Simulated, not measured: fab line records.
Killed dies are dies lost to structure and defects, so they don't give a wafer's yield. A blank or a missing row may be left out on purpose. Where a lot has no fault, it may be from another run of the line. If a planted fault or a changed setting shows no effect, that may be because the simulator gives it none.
Check of tool commonality :: flow gf180mcu :: Sampled: 13 lots, 39 wafers

== WHY THIS WAS OPENED ==
Of 13 lots, 3 have the reading VT_IMPLANT_2_TW flagged at GF_VT_IMPLANT_TW_MEAS_21. Wafers without a fault read 1211, standard deviation 13.
Rule: flag the lot when none of its wafers has a number, or when each of its wafers that has one lies beyond 4 standard deviations from that mean. The other lots count as sound.

lot: L680
measured: day 6 07:13
on: film-metro-04
VT_IMPLANT_2_TW, wafer by wafer: 1205 1210 1207
flag: 

lot: L681
measured: day 6 14:04
on: film-metro-02
VT_IMPLANT_2_TW, wafer by wafer: 1230 1226 1220
flag: 

lot: L682
measured: day 6 20:01
on: film-metro-02
VT_IMPLANT_2_TW, wafer by wafer: 1227 1224 1229
flag: 

lot: L684
measured: day 7 09:14
on: film-metro-02
VT_IMPLANT_2_TW, wafer by wafer: 1223 1224 1222
flag: 

lot: L685
measured: day 7 15:11
on: film-metro-02
VT_IMPLANT_2_TW, wafer by wafer: 1225 1221 1225
flag: 

lot: L686
measured: day 7 22:38
on: film-metro-04
VT_IMPLANT_2_TW, wafer by wafer: 1193 1196 1199
flag: 

lot: L691
measured: day 9 03:21
on: film-metro-03
VT_IMPLANT_2_TW, wafer by wafer: 1204 1211 1204
flag: 

lot: L693
measured: day 9 16:32
on: film-metro-02
VT_IMPLANT_2_TW, wafer by wafer: 1090 1093 1090
flag: FLAGGED

lot: L694
measured: day 10 01:43
on: film-metro-03
VT_IMPLANT_2_TW, wafer by wafer: 1085 1085 1090
flag: FLAGGED

lot: L695
measured: day 10 07:27
on: film-metro-02
VT_IMPLANT_2_TW, wafer by wafer: 1082 1085 1092
flag: FLAGGED

lot: L697
measured: day 10 23:46
on: film-metro-04
VT_IMPLANT_2_TW, wafer by wafer: 1192 1199 1204
flag: 

lot: L699
measured: day 11 10:35
on: film-metro-03
VT_IMPLANT_2_TW, wafer by wafer: 1222 1220 1211
flag: 

lot: L701
measured: day 11 21:40
on: film-metro-04
VT_IMPLANT_2_TW, wafer by wafer: 1193 1207 1201
flag: 
On average the flagged lots' numbers are 1088, which is -123 against the usual, or -9 standard deviations.

== WHICH TOOL EACH LOT WENT THROUGH ==
Before the reading, the record contains 3 process steps out of a 602-step route. Every cell lists first the tool, next ch and the chambers used by the sampled wafers, and last the start.
lot: L680
flag: 
GF_LVPWELL_STRIP_10: plasma-asher-02 ch 1, day 3 20:58
GF_MVPSD_STRIP_10: plasma-asher-01 ch 0,1, day 5 01:23
GF_VT_IMPLANT_IMPLANT_19: implanter-03 ch 0, day 6 06:58

lot: L681
flag: 
GF_LVPWELL_STRIP_10: plasma-asher-02 ch 0,1, day 4 03:25
GF_MVPSD_STRIP_10: plasma-asher-04 ch 0,1, day 5 08:35
GF_VT_IMPLANT_IMPLANT_19: implanter-03 ch 0, day 6 13:50

lot: L682
flag: 
GF_LVPWELL_STRIP_10: plasma-asher-03 ch 0,1, day 4 09:50
GF_MVPSD_STRIP_10: plasma-asher-01 ch 0,1, day 5 14:37
GF_VT_IMPLANT_IMPLANT_19: implanter-02 ch 0, day 6 19:46

lot: L684
flag: 
GF_LVPWELL_STRIP_10: plasma-asher-02 ch 0,1, day 4 20:01
GF_MVPSD_STRIP_10: plasma-asher-01 ch 0,1, day 6 01:55
GF_VT_IMPLANT_IMPLANT_19: implanter-02 ch 0, day 7 08:59

lot: L685
flag: 
GF_LVPWELL_STRIP_10: plasma-asher-02 ch 0,1, day 5 02:38
GF_MVPSD_STRIP_10: plasma-asher-03 ch 0,1, day 6 08:13
GF_VT_IMPLANT_IMPLANT_19: implanter-02 ch 0, day 7 14:56

lot: L686
flag: 
GF_LVPWELL_STRIP_10: plasma-asher-02 ch 0,1, day 5 06:13
GF_MVPSD_STRIP_10: plasma-asher-03 ch 0,1, day 6 14:59
GF_VT_IMPLANT_IMPLANT_19: implanter-02 ch 0, day 7 22:25

lot: L691
flag: 
GF_LVPWELL_STRIP_10: plasma-asher-03 ch 0,1, day 6 10:25
GF_MVPSD_STRIP_10: plasma-asher-03 ch 0,1, day 7 17:53
GF_VT_IMPLANT_IMPLANT_19: implanter-03 ch 0, day 9 03:07

lot: L693
flag: FLAGGED
GF_LVPWELL_STRIP_10: plasma-asher-03 ch 0, day 6 21:52
GF_MVPSD_STRIP_10: plasma-asher-04 ch 0,1, day 8 06:23
GF_VT_IMPLANT_IMPLANT_19: implanter-03 ch 0, day 9 16:17

lot: L694
flag: FLAGGED
GF_LVPWELL_STRIP_10: plasma-asher-02 ch 0,1, day 7 05:44
GF_MVPSD_STRIP_10: plasma-asher-04 ch 0,1, day 8 15:11
GF_VT_IMPLANT_IMPLANT_19: implanter-03 ch 0, day 10 01:28

lot: L695
flag: FLAGGED
GF_LVPWELL_STRIP_10: plasma-asher-03 ch 0,1, day 7 10:26
GF_MVPSD_STRIP_10: plasma-asher-04 ch 0,1, day 8 19:52
GF_VT_IMPLANT_IMPLANT_19: implanter-03 ch 0, day 10 07:15

lot: L697
flag: 
GF_LVPWELL_STRIP_10: plasma-asher-03 ch 0,1, day 7 23:43
GF_MVPSD_STRIP_10: plasma-asher-04 ch 0, day 9 10:38
GF_VT_IMPLANT_IMPLANT_19: implanter-04 ch 0, day 10 23:31

lot: L699
flag: 
GF_LVPWELL_STRIP_10: plasma-asher-02 ch 0, day 8 10:31
GF_MVPSD_STRIP_10: plasma-asher-04 ch 1, day 9 21:10
GF_VT_IMPLANT_IMPLANT_19: implanter-04 ch 0, day 11 10:21

lot: L701
flag: 
GF_LVPWELL_STRIP_10: plasma-asher-01 ch 0,1, day 8 20:47
GF_MVPSD_STRIP_10: plasma-asher-03 ch 0,1, day 10 08:02
GF_VT_IMPLANT_IMPLANT_19: implanter-04 ch 0, day 11 21:25
What the steps here do:
- GF_LVPWELL_STRIP_10: strips in O2/N2.
- GF_MVPSD_STRIP_10: strips in O2/N2.
- GF_VT_IMPLANT_IMPLANT_19
- GF_VT_IMPLANT_TW_MEAS_21

== FLAGGED AGAINST TOTAL, ONE TOOL AT A TIME (gauges that did the reading follow at the end) ==
step: GF_LVPWELL_STRIP_10
tool: plasma-asher-01
lots run: 1
flagged: 0
share of the flagged lots: none
sound lots run after its first flagged lot: -

step: GF_LVPWELL_STRIP_10
tool: plasma-asher-02
lots run: 7
flagged: 1
share of the flagged lots: some
sound lots run after its first flagged lot: 1 (L699)

step: GF_LVPWELL_STRIP_10
tool: plasma-asher-03
lots run: 5
flagged: 2
share of the flagged lots: some
sound lots run after its first flagged lot: 1 (L697)

step: GF_MVPSD_STRIP_10
tool: plasma-asher-01
lots run: 3
flagged: 0
share of the flagged lots: none
sound lots run after its first flagged lot: -

step: GF_MVPSD_STRIP_10
tool: plasma-asher-03
lots run: 4
flagged: 0
share of the flagged lots: none
sound lots run after its first flagged lot: -

step: GF_MVPSD_STRIP_10
tool: plasma-asher-04
lots run: 6
flagged: 3
share of the flagged lots: all
sound lots run after its first flagged lot: 2 (L697,L699)

step: GF_VT_IMPLANT_IMPLANT_19
tool: implanter-02
lots run: 4
flagged: 0
share of the flagged lots: none
sound lots run after its first flagged lot: -

step: GF_VT_IMPLANT_IMPLANT_19
tool: implanter-03
lots run: 6
flagged: 3
share of the flagged lots: all
sound lots run after its first flagged lot: 0

step: GF_VT_IMPLANT_IMPLANT_19
tool: implanter-04
lots run: 3
flagged: 0
share of the flagged lots: none
sound lots run after its first flagged lot: -

step: GF_VT_IMPLANT_TW_MEAS_21
tool: film-metro-02
lots run: 6
flagged: 2
share of the flagged lots: some
sound lots run after its first flagged lot: 0

step: GF_VT_IMPLANT_TW_MEAS_21
tool: film-metro-03
lots run: 3
flagged: 1
share of the flagged lots: some
sound lots run after its first flagged lot: 1 (L699)

step: GF_VT_IMPLANT_TW_MEAS_21
tool: film-metro-04
lots run: 4
flagged: 0
share of the flagged lots: none
sound lots run after its first flagged lot: -

== WHAT THE TABLE PERMITS ==
2 rows of the table ran every flagged lot: plasma-asher-04 at GF_MVPSD_STRIP_10, implanter-03 at GF_VT_IMPLANT_IMPLANT_19.
- plasma-asher-04 at GF_MVPSD_STRIP_10 ran 6 lots, 3 of them flagged. Lots that were sound ran on it after the first flagged one (L697, L699); a persistent fault on the entire tool would not allow that.
- implanter-03 at GF_VT_IMPLANT_IMPLANT_19 ran 6 lots, 3 of them flagged. It ran its last sound lot, L691, at day 9 03:07 and its first flagged lot, L693, at day 9 16:17: a fault with its onset between the two fits. Its own readings (tilt-deg) fall more than 4 standard deviations out on all wafers of the flagged lots.
implanter-03 at GF_VT_IMPLANT_IMPLANT_19 is the single tool remaining.

== WHAT THE SIMULATOR HAD INSERTED ==
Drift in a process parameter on implanter-03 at GF_VT_IMPLANT_IMPLANT_19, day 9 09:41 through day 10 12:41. From 7, the setting tilt-deg moved by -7. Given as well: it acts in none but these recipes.
Struck lots among those shown: L693, L694, L695. This agrees with what the rule above found.
